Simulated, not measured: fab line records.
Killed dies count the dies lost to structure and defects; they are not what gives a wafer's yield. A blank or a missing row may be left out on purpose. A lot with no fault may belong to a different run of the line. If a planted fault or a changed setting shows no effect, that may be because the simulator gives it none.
What tool caused it?    flow gf180mcu    11 lots, 31 wafers sampled, at 3 steps of a route of 602

== WHAT THE GAUGES SHOWED, per wafer ==
GF_V5_BOW_MEAS_05.
lot   measured      on             V5_BOW (um)
L511  day 26 15:42  film-metro-02  130 135 132
L513  day 27 11:51  film-metro-04  140 137 127
L514  day 27 15:46  film-metro-02  141 139 148
L515  day 27 21:50  film-metro-02  126 123 129
L517  day 28 20:44  film-metro-04  122 136 121
L519  day 29 08:57  film-metro-03  138 130 131
L520  day 29 12:40  film-metro-04  129 139 124
L521  day 30 02:44  film-metro-02  124 126 124
L526  day 31 03:58  film-metro-04  141 135
L527  day 31 17:07  film-metro-02  129 143
L532  day 32 13:53  film-metro-02  152 154 157

== WHAT TOOL EACH LOT RAN ON (gives the tool, then ch and the chambers of the sampled wafers, and finally the start) ==
lot   GF_MIM_METAL_ETCH_19               GF_M5_METAL_ETCH_10
L511  rie-metal-01 ch 0,1, day 25 17:04  rie-metal-03 ch 0,1, day 26 14:27
L513  rie-metal-02 ch 0, day 26 13:04    rie-metal-02 ch 0,1, day 27 10:36
L514  rie-metal-02 ch 0,1, day 26 17:25  rie-metal-03 ch 0,1, day 27 14:25
L515  rie-metal-03 ch 0,1, day 27 00:04  rie-metal-04 ch 0,1, day 27 20:36
L517  rie-metal-03 ch 1, day 27 23:16    rie-metal-03 ch 0,1, day 28 19:30
L519  rie-metal-01 ch 0,1, day 28 12:01  rie-metal-04 ch 0,1, day 29 07:41
L520  rie-metal-02 ch 0,1, day 28 15:52  rie-metal-04 ch 0,1, day 29 11:24
L521  rie-metal-02 ch 0,1, day 29 06:10  rie-metal-04 ch 0,1, day 30 01:30
L526  rie-metal-03 ch 1, day 30 08:29    rie-metal-02 ch 0,1, day 31 02:43
L527  rie-metal-02 ch 0,1, day 30 21:47  rie-metal-02 ch 0,1, day 31 15:51
L532  rie-metal-01 ch 0,1, day 31 20:14  rie-metal-02 ch 0,1, day 32 12:38
- GF_MIM_METAL_ETCH_19: etches the open film in Cl2/BCl3, stops on Si3N4, target depth 324.5 nm, time 54.1 s.
- GF_M5_METAL_ETCH_10: etches the open film in Cl2/BCl3, stops on SiO2, target depth 750.8 nm, time 125.1 s.

== THE ANSWER, worked out from the rows above alone ==
Rule: usual is defined by the lots themselves. Put in order of their means at a reading, lots are off if they are a third of the lots or fewer, leave a main group of 4 or more, and stand apart from it by a gap of 3 or more times the standard deviation of the main group's means; of several such gaps the widest counts. If all means in a main group match to the digits the tables above print for the reading, that group is not used. Also off: a lot with no number at a reading for which 4 or more lots have one. Where the step has rows for the other lots, those lots are counted as sound.
Nothing can be told from this: no lot is off at any reading shown.

== WHAT THE SIMULATOR PUT IN ==
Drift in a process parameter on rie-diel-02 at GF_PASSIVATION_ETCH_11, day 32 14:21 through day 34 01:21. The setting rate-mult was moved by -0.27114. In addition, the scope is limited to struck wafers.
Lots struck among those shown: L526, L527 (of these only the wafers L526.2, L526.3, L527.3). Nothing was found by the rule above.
